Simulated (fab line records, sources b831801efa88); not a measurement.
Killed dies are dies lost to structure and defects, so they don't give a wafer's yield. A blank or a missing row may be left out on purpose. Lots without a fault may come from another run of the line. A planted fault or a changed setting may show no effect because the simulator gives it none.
Chamber matching | flow sky130 | SKY_FIELD_ISO_CMP_27 on cmp-02: 4 sister chambers
The step polishes, stops on Si3N4, t overpolish 16 s, target thk 457.8 nm. 8 wafers are shown with their chamber, then 9 later ones without.

WAFERS WITH THEIR CHAMBER
wafer  | chamber | motor_current_A (A) | time_to_endpoint_s (s)
L273.1 | 3       | 11.2                | 110
L273.5 | 0       | 13.6                | 110
L274.6 | 2       | 12.3                | 114
L276.1 | 3       | 11.0                | 112
L276.6 | 1       | 10.4                | 117
L279.1 | 1       | 10.7                | 114
L279.2 | 0       | 13.5                | 114
L279.6 | 2       | 12.3                | 115

WAFERS WITHOUT THEIR CHAMBER
wafer  | motor_current_A (A) | time_to_endpoint_s (s)
L288.3 | 11.2                | 114
L288.4 | 14.2                | 111
L288.6 | 10.8                | 111
L289.2 | 11.6                | 110
L289.4 | 10.6                | 109
L289.5 | 14.3                | 110
L292.3 | 10.7                | 106
L292.4 | 11.2                | 107
L292.5 | 11.1                | 103

WHICH CHAMBER EACH WENT THROUGH
wafer  | from the rows above     | in truth
L288.3 | 3                       | 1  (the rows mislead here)
L288.4 | 0                       | 0
L288.6 | can't be placed: 3 or 1 | 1
L289.2 | can't be placed: 3 or 2 | 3
L289.4 | can't be placed: 1 or 3 | 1
L289.5 | 0                       | 0
L292.3 | can't be placed: 3 or 1 | 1
L292.4 | 3                       | 3
L292.5 | 3                       | 3
Placed correctly: 4 of 9. Can't be placed from these rows: 4 (the true chamber is among the candidates in 4). Placed wrongly: 1.
How it was worked out, from the rows above alone: a wafer's distance from a chamber is the root of the sum, over the readings, of the square of ((its reading less the chamber's mean) divided by the reading's scatter). The wafer belongs to the nearest chamber; if the next one is less than 2 further off, it can't be placed. A chamber's mean is the mean of its shown wafers. The scatter: the root of (the sum of the squares of (reading less its chamber's mean) over the shown wafers, divided by (wafers less chambers)).
